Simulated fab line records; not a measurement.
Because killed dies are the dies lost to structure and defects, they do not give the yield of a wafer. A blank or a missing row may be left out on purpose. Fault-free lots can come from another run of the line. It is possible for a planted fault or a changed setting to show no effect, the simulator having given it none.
A struck lot beside a sound one ; flow sky130 ; 15 out of 708 route steps
Sound: the wafers L606.1, L606.2, L606.6. Struck: wafers L590.2, L590.4, L590.5. At the end, the cause is stated.
For every step that has rows: the tool of each side, followed by ch and its chambers, followed by its first start. Under that, the readings that differ: sound wafers ; struck wafers ; difference of the means ; sigmas: that difference in standard deviations of wafers without a fault.
alike: words and numbers the same on both sides, and readings whose means are apart by under 2 such deviations; not compared: readings that were withheld, readings missing a value for some wafer, numbers with overlapping values and no deviation given by the record, and bounds like >300 which may hide the same value.
A row with sigmas, a row that says differs or no value, or rows on one side alone: a step with any of these is where the two part. Numbers that don't overlap but have no deviation are shown without sigmas and don't part them. Lack of a reading on every wafer of one side parts them only where that side has two or more wafers.

first, 7 steps without rows for these wafers: SKY_PAD_OPEN_DEHYDRATE_00 (time 60 s); SKY_PAD_OPEN_HMDS_01 (prime time 60 s); SKY_PAD_OPEN_COAT_02 (resist thk 3000 nm); SKY_PAD_OPEN_SOFTBAKE_03; SKY_PAD_OPEN_EXPOSE_04 (exposes mask PDM, target cd 60000 nm); SKY_PAD_OPEN_PEB_05; SKY_PAD_OPEN_DEVELOP_06 (develop time 60 s).
SKY_PAD_OPEN_ETCH_07: etches the open film in CF4/O2, stops on AlCu, target depth 725 nm, time 161.1 s.
  sound on rie-diel-04 ch 0,2,3, day 49 23:46; struck on rie-diel-04 ch 0,2, day 46 03:25
  alike: drypump-motor-current-A, oes-product-au, rf-fwd-power-W, throttle-valve-pct
  not compared: rf-hours-counter-h
SKY_PAD_OPEN_STRIP_08: strips in O2/N2.
  sound on plasma-asher-03 ch 0,1, day 49 23:53; struck on plasma-asher-04 ch 0,1, day 46 03:32
  alike: drypump-motor-current-A, n2-flow-sccm, oes-product-au, strip-time-to-endpoint-s
  not compared: rf-hours-counter-h
then, 3 steps without rows for these wafers: SKY_PAD_OPEN_STRIP_09 (strips in post etch residue remover, time 1200 s); SKY_PAD_OPEN_CLEAN_10 (cleans in IPA, time 180 s); SKY_PAD_OPEN_CLEAN_11 (cleans in O3/DIW).
SKY_PAD_OPEN_ANNEAL_12:
  sound on furnace-02 ch 0, day 50 00:28; struck on furnace-02, day 46 04:10
  no value came back on the struck wafers for ramp-down-c-per-min, ramp-up-c-per-min, spike-tc-lower-C (C), tube-center-temp-C (C); on the sound wafers ramp-down-c-per-min reads 3.9997 3.9993 4.0016
SKY_PAD_OPEN_BOW_MEAS_13:
  sound on film-metro-04 at day 50 01:58; struck on film-metro-04 at day 46 05:41
reading;sound;struck;difference;sigmas
PAD_OPEN_BOW (um);58 51 50;113 110 117;+60;+6
SKY_PAD_OPEN_PROBE_99:
  sound on prober-02 at day 50 02:05; struck on prober-01 at day 46 05:50
reading;sound;struck;difference;sigmas
model.etest.res-xhigh-po.line-ohm-um;5987 5808 5938;6854 6511 7099;+910;
model.etest.nfet_16v.r-on-ohm-um;1.401e+04 1.411e+04 1.395e+04;1.45e+04 1.455e+04 1.454e+04;+5.07e+02;
model.etest.pfet_16v.r-on-ohm-um;1.521e+04 1.517e+04 1.494e+04;1.541e+04 1.573e+04 1.54e+04;+4.067e+02;
model.etest.pfet-g5v0d10v5.r-on-ohm-um;4812 4792 4758;5234 5322 5226;+473;
model.etest.res-xhigh-po.rs-ohm-sq;2103 2016 2081;2399 2326 2494;+340;
model.etest.pfet_01v8.r-on-ohm-um;2939 2943 2879;3285 3299 3301;+375;
model.etest.nfet-g5v0d10v5.r-on-ohm-um;1882 1895 1874;2045 2068 2067;+176;
model.etest.nfet_01v8.r-on-ohm-um;843.8 843.5 833.2;936.2 948.8 938.4;+101.0;
  alike: defect-limited-yield, killed_at_M0_to_M3, killed_at_M4_up, killed-at-contacts, killed-at-front-end, killed-at-other, killed-dies, killed-open, killed-short

## WHERE THEY PART
First at SKY_PAD_OPEN_ANNEAL_12; last, within this record, at SKY_PAD_OPEN_BOW_MEAS_13. Later steps at which nothing parts them and some readings are alike: SKY_PAD_OPEN_PROBE_99.

WHY: whatever the simulator had introduced
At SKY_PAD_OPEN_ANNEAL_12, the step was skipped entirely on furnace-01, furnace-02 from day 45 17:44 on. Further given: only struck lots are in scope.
